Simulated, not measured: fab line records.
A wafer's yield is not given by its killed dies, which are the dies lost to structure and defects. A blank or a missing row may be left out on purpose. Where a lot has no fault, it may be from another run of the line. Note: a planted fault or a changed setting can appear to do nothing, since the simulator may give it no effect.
What tool caused it? -- flow gf180mcu -- 24 lots, 72 wafers sampled, at 2 steps of a route of 602

== WHAT THE GAUGES READ, wafer by wafer ==
GF_NWELL_TW_MEAS_11.
lot,measured,on,NWELL_TW
L074,day 3 09:26,film_metro-02,1558 1555 1561
L075,day 3 14:06,film_metro-01,1568 1569 1569
L076,day 3 19:51,film_metro-01,1577 1567 1571
L077,day 4 02:18,film_metro-04,1570 1564 1559
L078,day 4 06:14,film_metro-01,1579 1575 1574
L079,day 4 12:33,film_metro-04,1573 1579 1586
L080,day 4 18:48,film_metro-02,1561 1566 1561
L081,day 5 00:28,film_metro-01,1569 1577 1567
L082,day 5 05:35,film_metro-04,1576 1574 1575
L083,day 5 11:05,film_metro-02,1551 1552 1559
L084,day 5 15:32,film_metro-04,1564 1568 1558
L085,day 5 20:32,film_metro-01,1572 1568 1567
L086,day 6 01:24,film_metro-02,1561 1569 1554
L087,day 6 07:32,film_metro-02,1562 1572 1556
L088,day 6 17:08,film_metro-04,1565 1566 1576
L089,day 7 01:40,film_metro-01,1587 1584 1580
L090,day 7 05:59,film_metro-01,1581 1581 1582
L091,day 7 07:32,film_metro-04,1563 1571 1566
L092,day 7 11:15,film_metro-04,1566 1573 1569
L093,day 7 20:14,film_metro-02,1564 1568 1569
L094,day 8 01:35,film_metro-01,1565 1574 1570
L095,day 8 09:02,film_metro-02,1557 1564 1566
L096,day 8 13:34,film_metro-04,1563 1566 1552
L097,day 8 18:40,film_metro-02,1574 1580 1573

== WHAT TOOL EACH LOT RAN ON (gives the tool, then ch and the chambers of the sampled wafers, and finally the start) ==
lot,GF_STI_ETCH_14
L074,"rie_si-01 ch 0,3, day 2 01:52"
L075,"rie_si-02 ch 0,1,3, day 2 06:31"
L076,"rie_si-02 ch 0,1,2, day 2 12:12"
L077,"rie_si-02 ch 1,2, day 2 17:04"
L078,"rie_si-01 ch 1,2,3, day 2 22:22"
L079,"rie_si-01 ch 1,3, day 3 04:12"
L080,"rie_si-01 ch 1,2,3, day 3 09:10"
L081,"rie_si-01 ch 0,1, day 3 14:53"
L082,"rie_si-01 ch 2,3, day 3 19:40"
L083,"rie_si-02 ch 0,2, day 4 00:25"
L084,"rie_si-02 ch 0,3, day 4 05:44"
L085,"rie_si-02 ch 2,3, day 4 10:38"
L086,"rie_si-01 ch 0,1, day 4 15:20"
L087,"rie_si-01 ch 0,1,3, day 4 20:19"
L088,"rie_si-01 ch 1,3, day 5 02:29"
L089,"rie_si-02 ch 2,3, day 5 06:41"
L090,"rie_si-02 ch 1,2,3, day 5 12:02"
L091,"rie_si-01 ch 0,2,3, day 5 17:07"
L092,"rie_si-02 ch 0,1,3, day 5 23:16"
L093,"rie_si-01 ch 0,2, day 6 07:20"
L094,"rie_si-02 ch 0,2,3, day 6 12:29"
L095,"rie_si-02 ch 0,3, day 6 16:28"
L096,"rie_si-02 ch 1,2,3, day 6 20:10"
L097,"rie_si-01 ch 2,3, day 7 00:21"
- GF_STI_ETCH_14: etches Si in HBr/Cl2/O2, target depth 360 nm, time 102.9 s.

== WHAT THE TOOLS THEMSELVES READ (means of the sampled wafers that have a number; where no wafer has one, the mark that the record gives instead) ==
GF_STI_ETCH_14.
lot,tool,drypump_motor_current_A (A),he_backside_leak_sccm (sccm),oes_product_au (a.u.),rf_fwd_power_W (W),throttle_valve_pct (%)
L074,rie_si-01,5.5,2.52,1.005,596.2,25.653
L075,rie_si-02,5.7,2.97,0.998,595.8,25.657
L076,rie_si-02,5.9,2.68,0.983,596.7,25.675
L077,rie_si-02,6.1,2.63,0.993,595.9,25.674
L078,rie_si-01,5.3,2.92,0.987,595.6,25.663
L079,rie_si-01,5.5,2.84,0.995,596.7,25.661
L080,rie_si-01,5.3,2.82,0.997,596.1,25.662
L081,rie_si-01,5.3,3.05,0.994,597.3,25.661
L082,rie_si-01,5.4,2.65,0.996,597.0,25.659
L083,rie_si-02,5.7,2.75,1.006,596.2,25.646
L084,rie_si-02,5.6,2.84,1.006,595.1,25.642
L085,rie_si-02,5.9,2.88,0.998,596.1,25.658
L086,rie_si-01,5.4,2.94,0.993,597.0,25.662
L087,rie_si-01,5.4,2.73,0.994,596.2,25.658
L088,rie_si-01,5.5,2.76,0.998,596.8,25.660
L089,rie_si-02,5.9,2.88,0.989,596.7,25.664
L090,rie_si-02,6.0,2.76,0.984,596.3,25.659
L091,rie_si-01,5.3,2.59,0.999,594.6,25.661
L092,rie_si-02,5.7,2.66,1.002,596.6,25.656
L093,rie_si-01,5.2,2.51,0.999,593.2,25.667
L094,rie_si-02,5.8,2.75,1.000,596.2,25.651
L095,rie_si-02,5.6,2.86,1.009,597.1,25.656
L096,rie_si-02,6.0,2.64,0.990,597.2,25.669
L097,rie_si-01,5.2,2.68,0.992,593.2,25.663

== THE ANSWER, worked out from the rows above alone ==
Rule: the usual values come from the lots themselves. Put in order of their means at a reading, lots are off if they are a third of the lots or fewer, leave a main group of 4 or more, and stand apart from it by a gap of 3 or more times the standard deviation of the main group's means; of several such gaps the widest counts. A main group is skipped when, at the precision printed for the reading in the tables above, its means are all equal. Also off: a lot with no number at a reading for which 4 or more lots have one. Where the step has rows for the other lots, those lots are counted as sound. After the gauges, taken in route order, come the tools' own readings; for these a lot's mean is taken, as printed above. The first step at which some lot is off is used, and at that step the reading that is off furthest; a lot without a number counts as furthest.
Nothing can be told from this: no lot is off at any reading shown.

== WHAT THE SIMULATOR PUT IN ==
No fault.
